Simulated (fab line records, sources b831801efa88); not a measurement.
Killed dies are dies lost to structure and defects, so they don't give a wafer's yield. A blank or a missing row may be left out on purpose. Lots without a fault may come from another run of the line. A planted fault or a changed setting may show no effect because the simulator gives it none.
One fault seen from 2 desks | flow gf180mcu | each desk has only its own numbers; what lay behind them comes last

THE METROLOGY DESK
What the gauges read, lot by lot, whatever tool the lot ran on: means of the sampled wafers that have a number. A lot is out of limits, marked OUT, if its mean lies more than 4 standard deviations from the usual mean; the brackets give that distance.
Columns: A = PSD_OVL at GF_PSD_OVL_MEAS_08, usual 0.9 nm
lot  | first seen here | A
L901 | day 14 23:45    | 2.2
L904 | day 15 16:38    | 2.1
L903 | day 15 17:59    | 1.2
L905 | day 16 01:50    | 3.3
L906 | day 16 15:00    | -0.9
L907 | day 17 00:50    | 1.7
L909 | day 17 10:20    | 0.1
L908 | day 17 12:12    | -0.9
L910 | day 17 23:05    | 0.4
L912 | day 18 08:02    | 1.9
L921 | day 21 08:12    | 1.2
L923 | day 22 05:41    | -1.7
This desk's finding: nothing out of limits on any of the 12 lots.

THE TOOL OWNER'S DESK: plasma_asher-02
The tool's own readings at GF_HV_LDD_STRIP_49 (strips in O2/N2): means of the sampled wafers that have a number, for each lot that ran on this tool. A lot is out of limits, marked OUT, if its mean lies more than 4 standard deviations from the usual mean; the brackets give that distance.
Columns: A = drypump_motor_current_A at GF_HV_LDD_STRIP_49, usual 5.6 A; B = heater_power_w at GF_HV_LDD_STRIP_49, usual 342 W; C = oes_product_au at GF_HV_LDD_STRIP_49, usual 0.716 a.u.; D = strip_time_to_endpoint_s at GF_HV_LDD_STRIP_49, usual 12.63 s
lot  | first seen here | A   | B   | C               | D
L904 | day 13 17:59    | 5.7 | 302 | 0.717           | 12.64
L905 | day 14 03:55    | 5.8 | 320 | 0.712           | 12.60
L908 | day 15 11:59    | 5.8 | 322 | 0.714           | 12.61
L910 | day 15 21:50    | 5.8 | 323 | 0.714           | 12.61
L916 | day 17 12:13    | 5.8 | 323 | 0.923 (+46) OUT | -
This desk's finding: out of limits on L916; first on L916, day 17 12:13 (oes_product_au at GF_HV_LDD_STRIP_49). In limits: L904, L905, L908, L910.

PUT TOGETHER
The tool owner's desk could have raised an alarm at day 17 12:13, on L916.
The metrology desk saw nothing out of limits.
The metrology desk has no number on record for L916.
Of the lots named, all ran GF_HV_LDD_STRIP_49 on plasma_asher-02.

WHAT THE SIMULATOR HAD PUT IN
Strip aborted: plasma_asher-02, from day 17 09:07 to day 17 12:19, at GF_HV_LDD_STRIP_49. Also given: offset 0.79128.
Lots struck among those shown: L916.
Hours from the fault's start to each desk's first reading out of limits: the tool owner's desk, 3.
